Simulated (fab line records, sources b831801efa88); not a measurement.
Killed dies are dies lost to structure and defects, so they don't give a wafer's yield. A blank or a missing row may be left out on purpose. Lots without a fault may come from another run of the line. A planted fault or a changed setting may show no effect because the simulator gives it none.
Split-lot experiment | flow gf180mcu | 5 lots, 23 wafers read, on a route of 602 steps

THE SPLIT
At GF_DUAL_GATE_COAT_06 (resist thk 1000 nm), the setting spin_rpm was moved away from the recipe's 3000 rpm on 9 of the 23 wafers read, by -3.5% to +6.2%. The other wafers ran this setting at the recipe's value.

The reading is taken at the split's own step.

THE READING
NOVOLAK_of_DUAL_GATE_COAT_06.thk_nm (the simulator's own value, which no gauge read), in nm, at GF_DUAL_GATE_COAT_06 (resist thk 1000 nm). The file gives no usual value for it. The 14 wafers here that ran the recipe average 997.2 nm, standard deviation 2.7 nm.

wafer  | tool, chamber at the split | spin_rpm as run, rpm | against the recipe | NOVOLAK_of_DUAL_GATE_COAT_06.thk_nm, nm | against lot-mates on the recipe
L074.1 | litho_track-01, 0          | 3187                 | +6.2%              | 968.6                                   | -29.9
L074.2 | litho_track-01, 0          | 3187                 | +6.2%              | 968.9                                   | -29.6
L074.3 | litho_track-01, 0          | 3187                 | +6.2%              | 968.5                                   | -30.0
L074.4 | litho_track-01, 0          | 3000                 | recipe             | 999.3                                   | -
L074.5 | litho_track-01, 0          | 3000                 | recipe             | 997.7                                   | -
L077.1 | litho_track-04, 0          | 3000                 | recipe             | 1001                                    | -
L077.2 | litho_track-04, 0          | 3132                 | +4.4%              | 982                                     | -18.5
L077.4 | litho_track-04, 0          | 3000                 | recipe             | 1000                                    | -
L077.5 | litho_track-04, 0          | 3132                 | +4.4%              | 983.4                                   | -17.1
L077.6 | litho_track-04, 0          | 3132                 | +4.4%              | 980.6                                   | -19.9
L081.1 | litho_track-01, 0          | 3000                 | recipe             | 998.3                                   | -
L081.2 | litho_track-01, 0          | 3000                 | recipe             | 994.3                                   | -
L081.3 | litho_track-01, 0          | 3000                 | recipe             | 993.6                                   | -
L081.5 | litho_track-01, 0          | 3000                 | recipe             | 997.3                                   | -
L081.6 | litho_track-01, 0          | 3000                 | recipe             | 995.5                                   | -
L082.2 | litho_track-01, 0          | 3000                 | recipe             | 1000                                    | -
L082.3 | litho_track-01, 0          | 3000                 | recipe             | 997.5                                   | -
L082.5 | litho_track-01, 0          | 3000                 | recipe             | 999.7                                   | -
L084.1 | litho_track-03, 0          | 3000                 | recipe             | 992.2                                   | -
L084.2 | litho_track-03, 0          | 3000                 | recipe             | 994.5                                   | -
L084.3 | litho_track-03, 0          | 2894                 | -3.5%              | 1009                                    | +15.6
L084.4 | litho_track-03, 0          | 2894                 | -3.5%              | 1012                                    | +18.6
L084.5 | litho_track-03, 0          | 2894                 | -3.5%              | 1011                                    | +17.6

THE FIT
A straight line over all 23 wafers: NOVOLAK_of_DUAL_GATE_COAT_06.thk_nm changes by -4.12 nm for each +1% of spin_rpm; r = -0.98; the points scatter about the line by 2.8 nm.
The same after taking each lot's own level away (the mean of its wafers on the recipe; 23 wafers): -4.68 nm for each +1%; r = -0.99; scatter 1.5 nm.
On that fit, the largest move of spin_rpm shifts the reading by 29 nm.
The lots' own levels span 993.35 to 1000.50 nm, that is 2.7 times the standard deviation above.
So the lot-to-lot level changes the slope: the two fits differ.
Check: with one of the wafers moved furthest among these (+6.2%) left out of the fit, the line predicts -28.6 nm for it against its lot-mates. It came out at -29.9 nm against them.

THE WHOLE CHAIN: every reading that the file lists as answering this split, in the file's order
step                  | what it does       | reading                                                                              | change (the file's fit)                                                                 | r (the file's)
GF_DUAL_GATE_COAT_06  | resist thk 1000 nm | NOVOLAK_of_DUAL_GATE_COAT_06.thk_nm (the simulator's own value, which no gauge read) | -4.66 nm for each +1% of the setting                                                    | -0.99
GF_DUAL_GATE_STRIP_13 | strips in O2/N2    | strip_time_to_endpoint_s                                                             | withheld for each +1% of the setting, in a fit together with power_w@DUAL_GATE_STRIP_13 | 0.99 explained

THE FILE'S OWN FIT
NOVOLAK_of_DUAL_GATE_COAT_06.thk_nm changes by -4.66 nm for each +1% of spin_rpm, r = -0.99.
